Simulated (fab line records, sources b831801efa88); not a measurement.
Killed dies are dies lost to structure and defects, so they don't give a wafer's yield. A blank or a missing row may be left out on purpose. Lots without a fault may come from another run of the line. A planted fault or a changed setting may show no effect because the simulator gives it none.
Which tool did it? | flow gf180mcu | 13 lots, 39 wafers sampled, at 4 steps of a route of 602

WHAT THE GAUGES READ, wafer by wafer
GF_V5_BOW_MEAS_05.
lot  | measured     | on            | V5_BOW (um)
L309 | day 26 08:45 | film_metro-01 | 121 136 133
L310 | day 27 07:59 | film_metro-02 | 146 135 133
L311 | day 27 10:46 | film_metro-04 | 126 129 134
L313 | day 27 23:09 | film_metro-01 | 118 131 121
L315 | day 28 03:36 | film_metro-02 | 142 138 135
L314 | day 28 06:25 | film_metro-04 | 127 130 116
L317 | day 28 19:28 | film_metro-01 | 145 137 143
L316 | day 28 22:31 | film_metro-02 | 121 135 120
L318 | day 29 02:39 | film_metro-02 | 144 135 127
L321 | day 29 23:24 | film_metro-04 | 149 139 131
L326 | day 31 11:02 | film_metro-02 | 130 138 127
L327 | day 31 18:55 | film_metro-02 | 126 118 137
L330 | day 32 14:41 | film_metro-02 | 141 142 137

GF_PASSIVATION_THK_MEAS_03.
lot  | measured     | on            | PASSIVATION_CVD_02_THK (nm)
L309 | day 28 04:41 | film_metro-03 | 695 679 693
L310 | day 29 02:59 | film_metro-03 | 693 704 709
L311 | day 29 05:54 | film_metro-01 | 700 690 687
L313 | day 29 17:17 | film_metro-04 | 688 702 711
L315 | day 29 21:17 | film_metro-01 | 699 691 708
L314 | day 30 00:18 | film_metro-04 | 675 696 697
L317 | day 30 13:00 | film_metro-01 | 692 707 705
L316 | day 30 15:07 | film_metro-01 | 699 714 712
L318 | day 30 19:02 | film_metro-01 | 707 717 721
L321 | day 31 14:27 | film_metro-04 | 685 707 691
L326 | day 32 22:57 | film_metro-04 | 703 703 711
L327 | day 33 06:18 | film_metro-04 | 710 721 720
L330 | day 34 01:06 | film_metro-03 | 696 701 716

WHICH TOOL RAN EACH LOT (tool, then ch and the chambers of the sampled wafers, then the start)
lot  | GF_V1_SPUTTER_22             | GF_TOP_METAL_SPUTTER_03
L309 | pvd_sputter-02, day 18 03:38 | pvd_sputter-04, day 27 06:58
L310 | pvd_sputter-03, day 19 06:33 | pvd_sputter-03, day 28 06:02
L311 | pvd_sputter-01, day 19 10:19 | pvd_sputter-01, day 28 09:16
L313 | pvd_sputter-01, day 20 01:01 | pvd_sputter-04, day 28 21:16
L315 | pvd_sputter-03, day 20 06:18 | pvd_sputter-03, day 29 01:03
L314 | pvd_sputter-02, day 20 06:46 | pvd_sputter-01, day 29 03:29
L317 | pvd_sputter-01, day 20 23:43 | pvd_sputter-04, day 29 16:22
L316 | pvd_sputter-01, day 21 04:11 | pvd_sputter-03, day 29 19:55
L318 | pvd_sputter-01, day 21 09:20 | pvd_sputter-04, day 29 23:49
L321 | pvd_sputter-03, day 22 10:32 | pvd_sputter-03, day 30 19:06
L326 | pvd_sputter-02, day 24 03:53 | pvd_sputter-01, day 32 05:29
L327 | pvd_sputter-02, day 24 16:11 | pvd_sputter-03, day 32 13:03
L330 | pvd_sputter-03, day 25 18:16 | pvd_sputter-04, day 33 08:26
- GF_V1_SPUTTER_22: material TiN, target thk 10 nm, time 40 s.
- GF_TOP_METAL_SPUTTER_03: material Ti, target thk 5 nm, time 3.3 s.

WHAT THE TOOLS THEMSELVES READ (means of the sampled wafers that have a number; where no wafer has one, the mark that the record gives instead)
GF_V1_SPUTTER_22.
lot  | tool           | throttle_valve_pct (%)
L309 | pvd_sputter-02 | 29.6
L310 | pvd_sputter-03 | 31.0
L311 | pvd_sputter-01 | 29.5
L313 | pvd_sputter-01 | 29.1
L315 | pvd_sputter-03 | 30.9
L314 | pvd_sputter-02 | 28.5
L317 | pvd_sputter-01 | 29.4
L316 | pvd_sputter-01 | 29.2
L318 | pvd_sputter-01 | 28.9
L321 | pvd_sputter-03 | 30.1
L326 | pvd_sputter-02 | 29.8
L327 | pvd_sputter-02 | 29.8
L330 | pvd_sputter-03 | 29.0

GF_TOP_METAL_SPUTTER_03.
lot  | tool           | throttle_valve_pct (%)
L309 | pvd_sputter-04 | 30.7
L310 | pvd_sputter-03 | 29.9
L311 | pvd_sputter-01 | 29.1
L313 | pvd_sputter-04 | 30.3
L315 | pvd_sputter-03 | 29.8
L314 | pvd_sputter-01 | 29.8
L317 | pvd_sputter-04 | 30.7
L316 | pvd_sputter-03 | 30.0
L318 | pvd_sputter-04 | 30.8
L321 | pvd_sputter-03 | 30.0
L326 | pvd_sputter-01 | 29.7
L327 | pvd_sputter-03 | 28.8
L330 | pvd_sputter-04 | 30.0

THE ANSWER, worked out from the rows above alone
Rule: what is usual is taken from the lots themselves. Put in order of their means at a reading, lots are off if they are a third of the lots or fewer, leave a main group of 4 or more, and stand apart from it by a gap of 3 or more times the standard deviation of the main group's means; of several such gaps the widest counts. A main group whose means are all the same, to the digits that the tables above print for the reading, isn't used. A lot without any number at a reading at which 4 lots or more have one is off too. The other lots that the step has rows for count as sound. The gauges are gone through in route order, then the tools' own readings, and for those a lot's mean is taken as printed above. The first step at which some lot is off is used, and at that step the reading that is off furthest; a lot without a number counts as furthest.
No lot is off at any reading shown: from this, nothing can be told.

WHAT THE SIMULATOR HAD PUT IN
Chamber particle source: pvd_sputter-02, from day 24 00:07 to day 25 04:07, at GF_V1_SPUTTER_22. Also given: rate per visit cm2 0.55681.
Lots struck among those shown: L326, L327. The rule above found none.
